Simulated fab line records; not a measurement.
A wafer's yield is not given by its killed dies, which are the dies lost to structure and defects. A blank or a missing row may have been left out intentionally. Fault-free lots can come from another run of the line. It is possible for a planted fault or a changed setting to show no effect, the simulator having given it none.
Which tool did it? / flow gf180mcu / 7 lots, 20 wafers sampled, at 2 steps of a route of 602

## WHAT THE GAUGES SHOWED, per wafer
GF_V4_BOW_MEAS_05.
lot=L435; measured=day 23 11:51; on=film metro-03; V4_BOW (um)=140 140 140
lot=L437; measured=day 24 15:53; on=film metro-01; V4_BOW (um)=137 135 131
lot=L439; measured=day 25 05:19; on=film metro-01; V4_BOW (um)=120 148 135
lot=L441; measured=day 25 23:37; on=film metro-01; V4_BOW (um)=154 145 152
lot=L450; measured=day 28 18:14; on=film metro-03; V4_BOW (um)=114 129
lot=L454; measured=day 29 20:14; on=film metro-03; V4_BOW (um)=136 133 144
lot=L457; measured=day 30 15:10; on=film metro-01; V4_BOW (um)=136 132 152

## TOOL THAT RAN EACH LOT (tool first, then ch and the chambers of the sampled wafers, then the start)
lot=L435; GF_M4_SPUTTER_00=pvd sputter-03, day 22 11:23
lot=L437; GF_M4_SPUTTER_00=pvd sputter-02, day 23 15:35
lot=L439; GF_M4_SPUTTER_00=pvd sputter-02, day 24 05:52
lot=L441; GF_M4_SPUTTER_00=pvd sputter-02, day 25 01:15
lot=L450; GF_M4_SPUTTER_00=pvd sputter-02, day 27 21:08
lot=L454; GF_M4_SPUTTER_00=pvd sputter-01, day 28 23:43
lot=L457; GF_M4_SPUTTER_00=pvd sputter-01, day 29 19:52
- GF_M4_SPUTTER_00: material Ti, target thk 37.5 nm, time 150 s.

## THE ANSWER, worked out from the rows above alone
Rule: the lots themselves supply what counts as usual. The widest of any qualifying gaps counts: lots, ordered by their means at a reading, are off when they make up no more than a third of the lots, leave a main group of 4 or more, and stand apart from it by 3 or more times the standard deviation of that group's means. Not used: any main group whose means are identical at the precision the tables above print for the reading. A lot without any number at a reading at which 4 lots or more have one is off too. Any other lot the step has rows for is counted as sound.
No lot is off on any of the readings shown, so nothing can be concluded from this.

## WHAT THE SIMULATOR HAD INSERTED
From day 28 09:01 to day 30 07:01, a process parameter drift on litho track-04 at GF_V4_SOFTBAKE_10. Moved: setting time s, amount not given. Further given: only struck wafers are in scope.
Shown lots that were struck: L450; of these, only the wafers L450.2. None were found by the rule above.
